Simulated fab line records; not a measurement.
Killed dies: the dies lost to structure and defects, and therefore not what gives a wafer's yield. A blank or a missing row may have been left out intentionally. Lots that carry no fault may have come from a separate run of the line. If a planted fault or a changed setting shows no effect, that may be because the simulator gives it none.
Matching of chambers    flow gf180mcu    pecvd-04 running GF_MIM_CVD_05: 3 sister chambers
The step deposits Si3N4, target thk 42 nm, time 29.086 s. 6 wafers are shown with their chamber, then 8 later ones without.

== WAFERS WITH THEIR CHAMBER ==
wafer   chamber  heaterPowerW (W)  heaterPowerOuterW (W)
L080.5  0        524               284
L083.4  2        575               348
L084.2  2        524               304
L084.5  1        633               382
L084.6  0        545               313
L087.2  1        626               362

== WAFERS WITH NO CHAMBER GIVEN ==
wafer   heaterPowerW (W)  heaterPowerOuterW (W)
L087.4  615               370
L087.6  541               309
L091.1  548               310
L091.2  487               277
L091.4  546               309
L094.2  479               272
L094.3  569               340
L094.4  496               267

== WHICH CHAMBER EACH WENT THROUGH ==
wafer   from the rows above           in truth
L087.4  1                             1
L087.6  can't be placed: 0 or 2       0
L091.1  can't be placed: 2 or 0       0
L091.2  can't be placed: 0 or 2       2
L091.4  can't be placed: 0 or 2       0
L094.2  can't be placed: 0 or 2       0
L094.3  can't be placed: 2 or 0 or 1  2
L094.4  can't be placed: 0 or 2       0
Correct placement for 1 of the 8. Can't be placed from these rows: 7 (the true chamber is among the candidates in 7). Number placed wrongly: 0.
How it was worked out, from the rows above alone: a wafer's distance from a chamber is the root of the sum, over the readings, of the square of ((its reading less the chamber's mean) divided by the reading's scatter). If the next closest chamber is less than 2 further off than the closest, the wafer can't be placed; otherwise it belongs to the closest. For every chamber, the mean is computed from those of its wafers that are shown. The scatter: take each reading less its chamber's mean, square it, sum over the shown wafers, divide by the number of wafers less the number of chambers, and take the root.
